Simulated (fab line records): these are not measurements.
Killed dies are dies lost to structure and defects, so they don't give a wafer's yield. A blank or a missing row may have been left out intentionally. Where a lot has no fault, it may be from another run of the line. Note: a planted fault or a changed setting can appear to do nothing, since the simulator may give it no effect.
Comparing a struck lot with a sound one + flow sky130 + 37 out of 708 route steps
Sound: wafers L609.1, L609.2, L609.4. Wafers L601.2, L601.3, L601.6 were the ones struck. At the end, the cause is stated.
Order at every step that has rows: each side's tool, ch and its chambers, its first start. Under that, the readings that differ: sound wafers + struck wafers + difference of the means + sigmas: that difference in standard deviations of wafers without a fault.
alike: words and numbers the same on both sides, and readings whose means are apart by under 2 such deviations; not compared: readings that were withheld, readings missing a value for some wafer, numbers with overlapping values and no deviation given by the record, and bounds like >300 which may hide the same value.
A row with sigmas, a row that says differs or no value, or rows on one side alone: a step with any of these is where the two part. Numbers that have no deviation but don't overlap get no sigmas and don't part them. Lack of a reading on every wafer of one side parts them only where that side has two or more wafers.

first, 10 steps without rows for these wafers: SKY_LDD_LDN_SOFTBAKE_03 (time 60 s); SKY_LDD_LDN_EXPOSE_04 (exposes mask LDNTM, target cd 700 nm); SKY_LDD_LDN_PEB_05; SKY_LDD_LDN_DEVELOP_06 (develop time 60 s); SKY_LDD_LDN_IMPLANT_08; SKY_LDD_LDN_IMPLANT_09; SKY_LDD_LDN_IMPLANT_10; SKY_LDD_LDN_IMPLANT_11; SKY_LDD_LDN_STRIP_12 (strips in O2/N2); SKY_LDD_LDN_CLEAN_14 (cleans in SC1/SC2, time 150 s).
SKY_SPACER_CVD_00: deposits Si3N4 from DCS/NH3, target thk 43.1 nm, time 740 s.
  sound on lpcvd-02 ch 1, day 28 22:50; struck on lpcvd-02 ch 1, day 26 00:01
| reading                                 | sound             | struck            | difference | sigmas      |
|-----------------------------------------|-------------------|-------------------|------------|-------------|
| pressureMtorr (mTorr)                   | 250.5 249.7 250.4 | 124.7 124.5 125.1 | -125.4     | -99 or more |
| model.Si3N4_of_SPACER_CVD_00.thkNm (nm) | 42.85 43.16 43.11 | 35.37 35.14 35.44 | -7.72      |             |
SKY_SPACER_THK_MEAS_01:
  sound: filmMetro-03 at day 29 00:03; struck: filmMetro-02 at day 26 01:14
| reading                | sound          | struck         | difference | sigmas |
|------------------------|----------------|----------------|------------|--------|
| SPACER_CVD_00_THK (nm) | 42.9 43.2 43.1 | 35.4 35.1 35.5 | -7.7       | -17    |
SKY_SPACER_ETCHBACK_02: etches Si3N4 in CH3F/O2, stops on SiO2, time 46.7 s, target depth 45 nm.
  sound on rieDiel-01 ch 0,3, day 29 00:07; struck on rieDiel-04 ch 1,3, day 26 01:17
| reading                 | sound             | struck            | difference | sigmas |
|-------------------------|-------------------|-------------------|------------|--------|
| oesProductAu (a.u.)     | 0.839 0.861 0.855 | 0.767 0.764 0.778 | -0.082     | -11    |
| model.etch.depthNm (nm) | 42.85 43.16 43.11 | 35.37 35.14 35.44 | -7.72      |        |
  alike: drypumpMotorCurrentA, throttleValvePct
  not compared: rfHoursCounterH
then, 22 steps without rows for these wafers: SKY_POLY_CUT_DEHYDRATE_00 (time 60 s); SKY_POLY_CUT_HMDS_01 (prime time 60 s); SKY_POLY_CUT_COAT_02 (resist thk 60 nm); SKY_POLY_CUT_COAT_03 (resist thk 450 nm); SKY_POLY_CUT_SOFTBAKE_04 (time 90 s); SKY_POLY_CUT_EXPOSE_05 (exposes mask NPCM, target cd 270 nm); SKY_POLY_CUT_PEB_06; SKY_POLY_CUT_DEVELOP_07 (develop time 60 s); SKY_POLY_CUT_ETCH_10 (etches BARC in N2/H2, stops on SiO2, time 45.9 s, target depth 60 nm); SKY_POLY_CUT_ETCH_11 (etches Si3N4 in CF4/CH2F2/Ar, stops on poly-Si, time 42.5 s, target depth 60 nm); SKY_POLY_CUT_STRIP_12 (strips in O2/N2); SKY_SD_P_DEHYDRATE_00 (time 60 s); SKY_SD_P_HMDS_01 (prime time 60 s); SKY_SD_P_COAT_02 (resist thk 1140 nm); SKY_SD_P_SOFTBAKE_03 (time 60 s); SKY_SD_P_EXPOSE_04 (exposes mask PSDM, target cd 380 nm); SKY_SD_P_PEB_05; SKY_SD_P_DEVELOP_06 (develop time 60 s); SKY_SD_P_IMPLANT_09; SKY_SD_P_STRIP_10 (strips in O2/N2); SKY_RES_XHIGH_DEHYDRATE_00 (time 60 s); SKY_RES_XHIGH_HMDS_01 (prime time 60 s).
-- the record jumps here: 5 days lie between the struck wafers' starts before and after (it left off in module RES_XHIGH and takes up again in module SALICIDE, whose first step shown is number 361 of the route) --
SKY_SALICIDE_CLEAN_00: cleans in HF-last, time 30 s.
  sound on wetBench-01 ch 3, day 33 14:27; struck on wetBench-01 ch 0, day 30 20:38
| reading                                 | sound             | struck            | difference | sigmas |
|-----------------------------------------|-------------------|-------------------|------------|--------|
| model.Si3N4_of_SPACER_CVD_00.thkNm (nm) | 41.86 42.16 42.11 | 34.38 34.15 34.45 | -7.72      |        |
-- the record jumps here: 17 days lie between the struck wafers' starts before and after (it left off in module SALICIDE and takes up again in module PAD_OPEN, whose first step shown is number 708 of the route) --
SKY_PAD_OPEN_PROBE_99:
  sound: prober-01 at day 49 20:58; struck: prober-01 at day 47 22:02
| reading                             | sound       | struck            | difference | sigmas |
|-------------------------------------|-------------|-------------------|------------|--------|
| model.etest.pfet_01v8.rOnOhmUm      | 2883 2847   | 2744 2632 2681    | -179       |        |
| model.etest.nfetG5v0d10v5.rOnOhmUm  | 1885 1876   | 1872 1839 1861    | -23        |        |
| model.etest.sonosUncharged.rOnOhmUm | 837.9 804.2 | 798.4 760.6 782.2 | -40.6      |        |
| model.etest.pfet_01v8.driveUaUm     | 194 197.7   | 204.6 215 209     | +13.7      |        |
| model.etest.sramPfetLatch.driveUaUm | 144.4 151.4 | 153.7 165.2 160.4 | +11.9      |        |
| model.etest.pfet_01v8_hvt.driveUaUm | 146.7 147   | 154.5 161.4 158   | +11.1      |        |
| model.etest.pfet_01v8_mvt.driveUaUm | 155.8 155   | 155.9 160.2 157.2 | +2.4       |        |
| model.etest.pfet_01v8_lvt.driveUaUm | 176.5 176.9 | 180.7 183.1 179.3 | +4.3       |        |
  alike: killed_at_M0_to_M3, killed_at_M4_up, killedAtContacts, killedAtFrontEnd, killedAtOther, killedDies, killedOnRim, killedOpen, killedShort

== WHERE THEY PART ==
Last at SKY_SPACER_ETCHBACK_02 as far as this record goes, first at SKY_SPACER_CVD_00. Later steps at which nothing parts them and some readings are alike: SKY_PAD_OPEN_PROBE_99.

WHY: what had been put in by the simulator
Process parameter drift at SKY_SPACER_CVD_00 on lpcvd-02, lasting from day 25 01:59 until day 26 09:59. Setting pressureMtorr shifted by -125 from 250. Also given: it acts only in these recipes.
